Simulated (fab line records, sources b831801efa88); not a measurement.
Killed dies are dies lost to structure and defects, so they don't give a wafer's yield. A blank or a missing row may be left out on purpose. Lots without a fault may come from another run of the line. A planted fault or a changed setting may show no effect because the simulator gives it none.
Chamber matching | flow sky130 | SKY_LI_CONTACT_CMP_24 on cmp-01: 4 sister chambers
The step polishes, stops on PSG, t overpolish 20 s, target thk 0 nm. 14 wafers are shown with their chamber, then 7 later ones without.

WAFERS WITH THEIR CHAMBER
wafer  | chamber | motor_current_A (A) | time_to_endpoint_s (s) | overpolish_run_s (s)
L649.4 | 2       | 11.7                | 98                     | 19.984
L649.5 | 1       | 8.9                 | 96                     | 19.992
L649.6 | 0       | 8.9                 | 90                     | 19.989
L648.2 | 0       | 8.5                 | 90                     | 19.979
L648.3 | 2       | 12.1                | 90                     | 20.007
L648.4 | 3       | 11.2                | 94                     | 20.007
L651.2 | 2       | 11.7                | 94                     | 20.001
L651.4 | 3       | 11.3                | 95                     | 20.008
L651.6 | 3       | 12.1                | 92                     | 19.996
L653.3 | 1       | 9.5                 | 95                     | 19.981
L653.5 | 1       | 9.0                 | 94                     | 20.001
L653.6 | 2       | 11.9                | 92                     | 19.987
L654.1 | 0       | 8.7                 | 86                     | 20.002
L654.4 | 3       | 11.5                | 92                     | 20.008

SIGNATURES (means of the wafers above)
reading            | chamber 0 | chamber 1 | chamber 2 | chamber 3 | scatter within a chamber
motor_current_A    | 8.700     | 9.133     | 11.850    | 11.525    | 0.297
time_to_endpoint_s | 88.67     | 95.00     | 93.50     | 93.25     | 2.33
overpolish_run_s   | 19.99000  | 19.99133  | 19.99475  | 20.00475  | 0.00967
Rule: a wafer's distance from a chamber is the root of the sum, over the readings, of the square of ((its reading less the chamber's mean) divided by the reading's scatter). The wafer belongs to the nearest chamber; if the next one is less than 2 further off, it can't be placed. The scatter: the root of (the sum of the squares of (reading less its chamber's mean) over the shown wafers, divided by (wafers less chambers)).

WAFERS WITHOUT THEIR CHAMBER
wafer  | motor_current_A (A) | time_to_endpoint_s (s) | overpolish_run_s (s)
L654.6 | 8.9                 | 86                     | 20.001
L662.1 | 9.2                 | 101                    | 20.003
L662.4 | 11.3                | 99                     | 20.006
L662.6 | 11.8                | 100                    | 19.998
L665.2 | 8.7                 | 96                     | 20.020
L665.5 | 9.2                 | 96                     | 19.986
L665.6 | 8.7                 | 91                     | 19.995

WHICH CHAMBER EACH WENT THROUGH
wafer  | from the rows above     | in truth
L654.6 | 0                       | 0
L662.1 | 1                       | 1
L662.4 | can't be placed: 3 or 2 | 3
L662.6 | can't be placed: 2 or 3 | 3
L665.2 | can't be placed: 1 or 0 | 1
L665.5 | 1                       | 1
L665.6 | can't be placed: 0 or 1 | 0
Placed correctly: 3 of 7. Can't be placed from these rows: 4 (the true chamber is among the candidates in 4). Placed wrongly: 0.
